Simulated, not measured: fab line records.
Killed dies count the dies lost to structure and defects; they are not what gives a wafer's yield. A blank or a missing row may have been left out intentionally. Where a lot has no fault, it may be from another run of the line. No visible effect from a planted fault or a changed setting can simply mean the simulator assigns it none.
Matching of chambers -- flow gf180mcu -- 4 sister chambers for GF_V4_CMP_04 on cmp-02
The step polishes SiO2. 4 wafers are shown with their chamber, then 12 later ones without.

## EACH WAFER AND ITS CHAMBER
wafer,chamber,motor current A (A)
L085.3,2,11.3
L086.4,1,10.4
L086.5,0,10.9
L086.6,3,12.5

## WAFERS WITHOUT THEIR CHAMBER
wafer,motor current A (A)
L088.1,11.6
L088.2,12.0
L088.3,10.5
L092.1,11.2
L092.3,10.6
L092.6,12.0
L093.3,10.3
L093.5,12.6
L093.6,10.9
L097.1,11.7
L097.2,9.7
L097.4,10.0

## CHAMBER TAKEN BY EACH
wafer,from the rows above,in truth
L088.1,can't be placed: 2 or 0 or 3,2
L088.2,can't be placed: 3 or 2 or 0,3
L088.3,can't be placed: 1 or 0 or 2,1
L092.1,can't be placed: 2 or 0 or 1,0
L092.3,can't be placed: 1 or 0 or 2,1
L092.6,can't be placed: 3 or 2 or 0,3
L093.3,can't be placed: 1 or 0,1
L093.5,3,3
L093.6,can't be placed: 0 or 2 or 1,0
L097.1,can't be placed: 2 or 0 or 3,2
L097.2,can't be placed: 1 or 0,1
L097.4,can't be placed: 1 or 0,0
1 of 12 placed correctly. Unplaceable from these rows: 11, with the true chamber sitting among the candidates in 11. Number placed wrongly: 0.
How it was worked out, from the rows above alone: a wafer's distance from a chamber is the root of the sum, over the readings, of the square of ((its reading less the chamber's mean) divided by the reading's scatter). The wafer belongs to the nearest chamber; if the next one is less than 2 further off, it can't be placed. Each chamber's mean is taken over the wafers shown for it. The scatter: with one shown wafer a chamber, the root of the mean of the squares of how far each hidden wafer lies from its nearest shown one.
